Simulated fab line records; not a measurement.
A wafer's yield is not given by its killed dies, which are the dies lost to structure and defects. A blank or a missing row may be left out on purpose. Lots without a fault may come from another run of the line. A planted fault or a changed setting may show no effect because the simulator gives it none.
Lot-split experiment | flow sky130 | on a route of 708 steps: 5 lots, 23 wafers read

## THE SPLIT ITSELF
At SKY_POLY_CUT_COAT_03 (resist thk 450 nm), the setting spinRpm was moved away from the recipe's 3000 rpm on 12 of the 23 wafers read, by -6.9% to +7.1%. All remaining wafers had this setting at the recipe value.

Reading taken at the split's own step.

## THE READING
KrF-thick_of_POLY_CUT_COAT_03.thkNm (the simulator's own value, which no gauge read), in nm, at SKY_POLY_CUT_COAT_03 (resist thk 450 nm). No usual value for it is given in the file. The 11 wafers here that ran the recipe average 449.8 nm, standard deviation 1.6 nm.

wafer  | tool, chamber at the split | spinRpm as run, rpm | against the recipe | KrF-thick_of_POLY_CUT_COAT_03.thkNm, nm | against lot-mates on the recipe
L074.1 | lithoTrack-04, 0           | 3000                | recipe             | 448.9                                   | -
L074.2 | lithoTrack-04, 0           | 3213                | +7.1%              | 434                                     | -14.8
L074.3 | lithoTrack-04, 0           | 3213                | +7.1%              | 434.7                                   | -14.1
L074.4 | lithoTrack-04, 0           | 3000                | recipe             | 448.6                                   | -
L074.5 | lithoTrack-04, 0           | 3213                | +7.1%              | 434.5                                   | -14.2
L076.1 | lithoTrack-01, 0           | 3000                | recipe             | 450.9                                   | -
L076.2 | lithoTrack-01, 0           | 3000                | recipe             | 449.7                                   | -
L076.3 | lithoTrack-01, 0           | 3191                | +6.4%              | 436.9                                   | -13.4
L076.5 | lithoTrack-01, 0           | 3191                | +6.4%              | 437.6                                   | -12.7
L076.6 | lithoTrack-01, 0           | 3191                | +6.4%              | 436.3                                   | -14.0
L081.1 | lithoTrack-04, 0           | 2792                | -6.9%              | 466.5                                   | +18.0
L081.2 | lithoTrack-04, 0           | 2792                | -6.9%              | 465.7                                   | +17.2
L081.3 | lithoTrack-04, 0           | 3000                | recipe             | 448.2                                   | -
L081.5 | lithoTrack-04, 0           | 3000                | recipe             | 448.9                                   | -
L081.6 | lithoTrack-04, 0           | 2792                | -6.9%              | 466                                     | +17.5
L083.2 | lithoTrack-02, 0           | 3000                | recipe             | 453.1                                   | -
L083.3 | lithoTrack-02, 0           | 3000                | recipe             | 452.4                                   | -
L083.4 | lithoTrack-02, 0           | 2942                | -1.9%              | 457.5                                   | +4.8
L083.5 | lithoTrack-02, 0           | 2942                | -1.9%              | 456.7                                   | +3.9
L083.6 | lithoTrack-02, 0           | 2942                | -1.9%              | 459.3                                   | +6.6
L084.1 | lithoTrack-04, 0           | 3000                | recipe             | 448.7                                   | -
L084.2 | lithoTrack-04, 0           | 3000                | recipe             | 449.1                                   | -
L084.5 | lithoTrack-04, 0           | 3000                | recipe             | 449.3                                   | -

FIT RESULTS
A straight line over all 23 wafers: KrF-thick_of_POLY_CUT_COAT_03.thkNm changes by -2.27 nm for each +1% of spinRpm; r = -0.99; the points scatter about the line by 1.8 nm.
The same after taking each lot's own level away (the mean of its wafers on the recipe; 23 wafers): -2.25 nm for each +1%; r = -1.00; scatter 0.95 nm.
According to that fit, moving spinRpm by its largest amount changes the reading by 16 nm.
The span of the lots' own levels, 448.55 to 452.75 nm, comes to 2.7 times the standard deviation stated above.
The two slopes are in agreement: the lot-to-lot level therefore moves the slope only a little.
Check: -15.4 nm against its lot-mates is what the line predicts for one of the wafers moved furthest among these (+7.1%) when that wafer is left out of the fit. It came out at -14.8 nm against them.

## THE WHOLE CHAIN: every reading that the file lists as answering this split, in the file's order
step                  | what it does      | reading                                                                              | change (the file's fit)              | r (the file's)
SKY_POLY_CUT_COAT_03  | resist thk 450 nm | KrF-thick_of_POLY_CUT_COAT_03.thkNm (the simulator's own value, which no gauge read) | -2.23 nm for each +1% of the setting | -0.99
SKY_POLY_CUT_STRIP_12 | strips in O2/N2   | stripTimeToEndpointS                                                                 | withheld for each +1% of the setting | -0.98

## THE FILE'S OWN FIT
KrF-thick_of_POLY_CUT_COAT_03.thkNm changes by -2.23 nm for each +1% of spinRpm, r = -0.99.
